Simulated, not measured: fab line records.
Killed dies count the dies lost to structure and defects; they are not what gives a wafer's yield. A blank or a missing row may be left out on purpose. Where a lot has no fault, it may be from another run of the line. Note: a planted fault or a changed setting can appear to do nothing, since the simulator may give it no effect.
A lot that was struck, set against a sound lot    flow sky130    15 steps out of a route of 708
Sound: the wafers L851.1, L851.3, L851.5. Wafers struck: L856.2, L856.4, L856.5. Last of all comes the cause.
Order at every step that has rows: each side's tool, ch and its chambers, its first start. Under that, the readings that differ: sound wafers    struck wafers    difference of the means    sigmas: that difference in standard deviations of wafers without a fault.
alike: same words and numbers on both sides, and readings whose means sit less than 2 such deviations apart. not compared: any withheld reading, any reading some wafer has no value for, any bound like >300 that may hide the same value, and any number with overlapping values for which the record gives no deviation.
The two part at a step that has a row with sigmas, a row that says differs or no value, or rows on one side only. When numbers do not overlap yet have no deviation, they are printed without sigmas and do not part them. A reading that every wafer of one side lacks parts them only if that side has two wafers or more.

first, 5 steps without rows for these wafers: SKY_SD_P_COAT_02 (resist thk 1140 nm); SKY_SD_P_SOFTBAKE_03 (time 60 s); SKY_SD_P_EXPOSE_04 (exposes mask PSDM, target cd 380 nm); SKY_SD_P_PEB_05; SKY_SD_P_DEVELOP_06 (develop time 60 s).
SKY_SD_P_CD_MEAS_07 targets a cd of 380 nm.
  sound on cd-sem-02, day 28 19:41; struck on cd-sem-02, day 30 09:55
  alike: cd-nm
SKY_SD_P_OVL_MEAS_08:
  sound on overlay-01, day 28 19:49; struck on overlay-01, day 30 10:01
reading        sound          struck       difference  sigmas
SD_P_OVL (nm)  -1.6 -0.5 1.0  1.3 1.3 4.2  +2.6        +2
following that, these wafers have no rows for 1 step: SKY_SD_P_IMPLANT_09.
SKY_SD_P_STRIP_10: strips in O2/N2.
  sound on plasma-asher-04 ch 0,1, day 28 19:59; struck on plasma-asher-02 ch 0,1, day 30 10:11
  alike: drypump-motor-current-A, n2-flow-sccm, oes-product-au, strip-time-to-endpoint-s
  not compared: rf-hours-counter-h
SKY_SD_P_TW_MEAS_11:
  sound on film-metro-04, day 28 20:05; struck on film-metro-04, day 30 10:18
  alike: SD_P_TW
then, 2 steps without rows for these wafers: SKY_RES_XHIGH_DEHYDRATE_00 (time 60 s); SKY_RES_XHIGH_HMDS_01 (prime time 60 s).
SKY_RES_XHIGH_COAT_02: resist thk 1140 nm.
  struck on litho-track-03, day 30 23:50; sound on litho-track-02 ch 0, day 29 09:38
  no value came back on the struck wafers for chill-plate-temp-C (C), dispense-pressure-kPa (kPa), exhaust-pa (Pa); on the sound wafers chill-plate-temp-C (C) reads 23.00 23.05 23.06
then, 1 step without rows for these wafers: SKY_RES_XHIGH_SOFTBAKE_03 (time 60 s).
-- record jumps: 18 days separate the struck wafers' starts on either side; left off in module RES_XHIGH, taken up again in module PAD_OPEN, whose first shown step is the route's number 708 --
SKY_PAD_OPEN_PROBE_99:
  rows exist in the record for the struck wafers here (prober-02, day 49 08:19), but not for the sound ones

## WHERE THEY PART
Earliest at SKY_SD_P_OVL_MEAS_08; latest, in this record, at SKY_PAD_OPEN_PROBE_99.

WHY: the cause the simulator had injected
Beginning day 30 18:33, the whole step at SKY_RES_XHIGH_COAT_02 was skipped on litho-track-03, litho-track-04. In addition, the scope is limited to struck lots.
